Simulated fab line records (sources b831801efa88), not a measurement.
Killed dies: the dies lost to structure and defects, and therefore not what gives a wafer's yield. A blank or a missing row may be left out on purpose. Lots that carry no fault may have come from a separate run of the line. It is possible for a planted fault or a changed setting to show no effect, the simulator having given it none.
What tool caused it? / flow sky130 / 14 lots with 42 wafers sampled at 4 steps, on a route of 708 steps

WHAT THE GAUGES SHOWED, per wafer
No reading from a measuring or inspecting step in the record can be judged against a usual standard deviation.

WHICH TOOL RAN EACH LOT (tool, then ch and the chambers of the sampled wafers, then the start)
lot=L400; SKY_VIA2_SPUTTER_20=pvd sputter-04, day 36 11:31; SKY_METAL3_SPUTTER_04=pvd sputter-01, day 36 12:18; SKY_CAPM_DEVELOP_11=litho track-01 ch 0, day 37 14:28; SKY_CAPM_STRIP_14=plasma asher-02 ch 0,1, day 37 14:42
lot=L401; SKY_VIA2_SPUTTER_20=pvd sputter-03, day 36 13:51; SKY_METAL3_SPUTTER_04=pvd sputter-04, day 36 14:38; SKY_CAPM_DEVELOP_11=litho track-01 ch 0, day 37 16:59; SKY_CAPM_STRIP_14=plasma asher-02 ch 0,1, day 37 17:15
lot=L403; SKY_VIA2_SPUTTER_20=pvd sputter-04, day 37 11:05; SKY_METAL3_SPUTTER_04=pvd sputter-04, day 37 11:52; SKY_CAPM_DEVELOP_11=litho track-01 ch 0, day 38 13:07; SKY_CAPM_STRIP_14=plasma asher-03 ch 0,1, day 38 13:21
lot=L405; SKY_VIA2_SPUTTER_20=pvd sputter-04, day 37 23:14; SKY_METAL3_SPUTTER_04=pvd sputter-01, day 38 00:08; SKY_CAPM_DEVELOP_11=litho track-03 ch 0, day 39 01:10; SKY_CAPM_STRIP_14=plasma asher-01 ch 1, day 39 01:26
lot=L407; SKY_VIA2_SPUTTER_20=pvd sputter-04, day 38 20:50; SKY_METAL3_SPUTTER_04=pvd sputter-03, day 38 21:37; SKY_CAPM_DEVELOP_11=litho track-02, day 39 22:37; SKY_CAPM_STRIP_14=plasma asher-02 ch 0,1, day 39 22:58
lot=L408; SKY_VIA2_SPUTTER_20=pvd sputter-03, day 39 01:12; SKY_METAL3_SPUTTER_04=pvd sputter-03, day 39 04:25; SKY_CAPM_DEVELOP_11=litho track-03, day 40 04:21; SKY_CAPM_STRIP_14=plasma asher-02 ch 0,1, day 40 04:40
lot=L415; SKY_VIA2_SPUTTER_20=pvd sputter-04, day 41 17:48; SKY_METAL3_SPUTTER_04=pvd sputter-03, day 41 18:34; SKY_CAPM_DEVELOP_11=litho track-01 ch 0, day 42 16:47; SKY_CAPM_STRIP_14=plasma asher-02 ch 1, day 42 17:03
lot=L417; SKY_VIA2_SPUTTER_20=pvd sputter-02, day 41 19:08; SKY_METAL3_SPUTTER_04=pvd sputter-04, day 41 19:55; SKY_CAPM_DEVELOP_11=litho track-02 ch 0, day 42 19:48; SKY_CAPM_STRIP_14=plasma asher-01 ch 0,1, day 42 20:02
lot=L416; SKY_VIA2_SPUTTER_20=pvd sputter-03, day 41 21:09; SKY_METAL3_SPUTTER_04=pvd sputter-04, day 41 22:00; SKY_CAPM_DEVELOP_11=litho track-03 ch 0, day 42 21:34; SKY_CAPM_STRIP_14=plasma asher-02 ch 0,1, day 42 21:49
lot=L414; SKY_VIA2_SPUTTER_20=pvd sputter-03, day 41 22:06; SKY_METAL3_SPUTTER_04=pvd sputter-03, day 41 22:58; SKY_CAPM_DEVELOP_11=litho track-03 ch 0, day 42 21:49; SKY_CAPM_STRIP_14=plasma asher-01 ch 1, day 42 22:05
lot=L418; SKY_VIA2_SPUTTER_20=pvd sputter-04, day 42 04:56; SKY_METAL3_SPUTTER_04=pvd sputter-03, day 42 05:43; SKY_CAPM_DEVELOP_11=litho track-03 ch 0, day 43 04:10; SKY_CAPM_STRIP_14=plasma asher-03 ch 0,1, day 43 04:26
lot=L420; SKY_VIA2_SPUTTER_20=pvd sputter-03, day 42 10:42; SKY_METAL3_SPUTTER_04=pvd sputter-01, day 42 11:28; SKY_CAPM_DEVELOP_11=litho track-02 ch 0, day 43 10:29; SKY_CAPM_STRIP_14=plasma asher-02 ch 0,1, day 43 10:48
lot=L422; SKY_VIA2_SPUTTER_20=pvd sputter-04, day 43 05:30; SKY_METAL3_SPUTTER_04=pvd sputter-03, day 43 06:16; SKY_CAPM_DEVELOP_11=litho track-02 ch 0, day 44 04:53; SKY_CAPM_STRIP_14=plasma asher-03 ch 0,1, day 44 05:08
lot=L423; SKY_VIA2_SPUTTER_20=pvd sputter-04, day 43 07:17; SKY_METAL3_SPUTTER_04=pvd sputter-03, day 43 08:04; SKY_CAPM_DEVELOP_11=litho track-01 ch 0, day 44 06:49; SKY_CAPM_STRIP_14=plasma asher-01 ch 0,1, day 44 07:03
- SKY_VIA2_SPUTTER_20: material TiN, target thk 20 nm, time 80 s.
- SKY_METAL3_SPUTTER_04: material TiN, target thk 70 nm, time 58.3 s.
- SKY_CAPM_DEVELOP_11: develop time 60 s.
- SKY_CAPM_STRIP_14: strips in O2/N2.

AS READ BY THE TOOLS THEMSELVES (means over the sampled wafers that have a number; for cases with no such wafer, the mark the record gives instead)
SKY_VIA2_SPUTTER_20. Usual: throttle valve pct 31.0 %, standard deviation 1.1.
lot=L400; tool=pvd sputter-04; throttle valve pct (%)=31.3; flag=
lot=L401; tool=pvd sputter-03; throttle valve pct (%)=30.9; flag=
lot=L403; tool=pvd sputter-04; throttle valve pct (%)=31.2; flag=
lot=L405; tool=pvd sputter-04; throttle valve pct (%)=30.7; flag=
lot=L407; tool=pvd sputter-04; throttle valve pct (%)=31.4; flag=
lot=L408; tool=pvd sputter-03; throttle valve pct (%)=30.4; flag=
lot=L415; tool=pvd sputter-04; throttle valve pct (%)=31.0; flag=
lot=L417; tool=pvd sputter-02; throttle valve pct (%)=30.4; flag=
lot=L416; tool=pvd sputter-03; throttle valve pct (%)=32.0; flag=
lot=L414; tool=pvd sputter-03; throttle valve pct (%)=29.9; flag=
lot=L418; tool=pvd sputter-04; throttle valve pct (%)=32.0; flag=
lot=L420; tool=pvd sputter-03; throttle valve pct (%)=32.0; flag=
lot=L422; tool=pvd sputter-04; throttle valve pct (%)=30.8; flag=
lot=L423; tool=pvd sputter-04; throttle valve pct (%)=30.0; flag=

SKY_METAL3_SPUTTER_04. Usual: throttle valve pct 31.0 %, standard deviation 1.1.
lot=L400; tool=pvd sputter-01; throttle valve pct (%)=29.9; flag=
lot=L401; tool=pvd sputter-04; throttle valve pct (%)=31.6; flag=
lot=L403; tool=pvd sputter-04; throttle valve pct (%)=29.9; flag=
lot=L405; tool=pvd sputter-01; throttle valve pct (%)=30.5; flag=
lot=L407; tool=pvd sputter-03; throttle valve pct (%)=30.7; flag=
lot=L408; tool=pvd sputter-03; throttle valve pct (%)=30.8; flag=
lot=L415; tool=pvd sputter-03; throttle valve pct (%)=31.3; flag=
lot=L417; tool=pvd sputter-04; throttle valve pct (%)=31.4; flag=
lot=L416; tool=pvd sputter-04; throttle valve pct (%)=31.3; flag=
lot=L414; tool=pvd sputter-03; throttle valve pct (%)=31.5; flag=
lot=L418; tool=pvd sputter-03; throttle valve pct (%)=31.4; flag=
lot=L420; tool=pvd sputter-01; throttle valve pct (%)=29.7; flag=
lot=L422; tool=pvd sputter-03; throttle valve pct (%)=30.7; flag=
lot=L423; tool=pvd sputter-03; throttle valve pct (%)=31.3; flag=

SKY_CAPM_DEVELOP_11. Usual: chill plate temp C 22.98 C, standard deviation 0.1.
lot=L400; tool=litho track-01; chill plate temp C (C)=22.85; flag=
lot=L401; tool=litho track-01; chill plate temp C (C)=22.93; flag=
lot=L403; tool=litho track-01; chill plate temp C (C)=23.01; flag=
lot=L405; tool=litho track-03; chill plate temp C (C)=23.02; flag=
lot=L407; tool=litho track-02; chill plate temp C (C)=-; flag=OFF
lot=L408; tool=litho track-03; chill plate temp C (C)=-; flag=OFF
lot=L415; tool=litho track-01; chill plate temp C (C)=23.06; flag=
lot=L417; tool=litho track-02; chill plate temp C (C)=22.95; flag=
lot=L416; tool=litho track-03; chill plate temp C (C)=22.89; flag=
lot=L414; tool=litho track-03; chill plate temp C (C)=23.00; flag=
lot=L418; tool=litho track-03; chill plate temp C (C)=22.92; flag=
lot=L420; tool=litho track-02; chill plate temp C (C)=22.96; flag=
lot=L422; tool=litho track-02; chill plate temp C (C)=23.11; flag=
lot=L423; tool=litho track-01; chill plate temp C (C)=23.17; flag=

SKY_CAPM_STRIP_14. Usual: drypump motor current A 5.6 A, standard deviation 0.46; oes product au 0.710 a.u., standard deviation 0.005; strip time to endpoint s 12.67 s, standard deviation 0.046.
lot=L400; tool=plasma asher-02; drypump motor current A (A)=5.2; oes product au (a.u.)=0.708; strip time to endpoint s (s)=12.69; flag=
lot=L401; tool=plasma asher-02; drypump motor current A (A)=5.2; oes product au (a.u.)=0.712; strip time to endpoint s (s)=12.63; flag=
lot=L403; tool=plasma asher-03; drypump motor current A (A)=6.0; oes product au (a.u.)=0.709; strip time to endpoint s (s)=12.72; flag=
lot=L405; tool=plasma asher-01; drypump motor current A (A)=6.2; oes product au (a.u.)=0.709; strip time to endpoint s (s)=12.58; flag=
lot=L407; tool=plasma asher-02; drypump motor current A (A)=5.2; oes product au (a.u.)=0.708; strip time to endpoint s (s)=12.70; flag=
lot=L408; tool=plasma asher-02; drypump motor current A (A)=5.2; oes product au (a.u.)=0.709; strip time to endpoint s (s)=12.62; flag=
lot=L415; tool=plasma asher-02; drypump motor current A (A)=5.2; oes product au (a.u.)=0.707; strip time to endpoint s (s)=12.72; flag=
lot=L417; tool=plasma asher-01; drypump motor current A (A)=5.7; oes product au (a.u.)=0.711; strip time to endpoint s (s)=12.68; flag=
lot=L416; tool=plasma asher-02; drypump motor current A (A)=5.2; oes product au (a.u.)=0.708; strip time to endpoint s (s)=12.65; flag=
lot=L414; tool=plasma asher-01; drypump motor current A (A)=6.2; oes product au (a.u.)=0.712; strip time to endpoint s (s)=12.70; flag=
lot=L418; tool=plasma asher-03; drypump motor current A (A)=6.0; oes product au (a.u.)=0.711; strip time to endpoint s (s)=12.69; flag=
lot=L420; tool=plasma asher-02; drypump motor current A (A)=5.2; oes product au (a.u.)=0.710; strip time to endpoint s (s)=12.64; flag=
lot=L422; tool=plasma asher-03; drypump motor current A (A)=6.2; oes product au (a.u.)=0.705; strip time to endpoint s (s)=12.66; flag=
lot=L423; tool=plasma asher-01; drypump motor current A (A)=5.7; oes product au (a.u.)=0.709; strip time to endpoint s (s)=12.68; flag=

THE ANSWER, worked out from the rows above alone
Rule: lot off if the mean of its wafers having a number is beyond 3 standard deviations from the usual mean. A lot without any number at a reading at which 4 lots or more have one is off too. Where the step has rows for the other lots, those lots are counted as sound. After the gauges, taken in route order, come the tools' own readings; for these a lot's mean is taken, as printed above. The first step at which some lot is off is used, and at that step the reading that is off furthest; a lot without a number counts as furthest.
Off at SKY_CAPM_DEVELOP_11 (chill plate temp C): L407, L408. Without a number there: L407, L408.
A tool fits if, at that step or a process step before it, it ran every lot that is off, and no sound lot after the first of them. Of those tried, none fits.

WHAT THE SIMULATOR HAD INSERTED
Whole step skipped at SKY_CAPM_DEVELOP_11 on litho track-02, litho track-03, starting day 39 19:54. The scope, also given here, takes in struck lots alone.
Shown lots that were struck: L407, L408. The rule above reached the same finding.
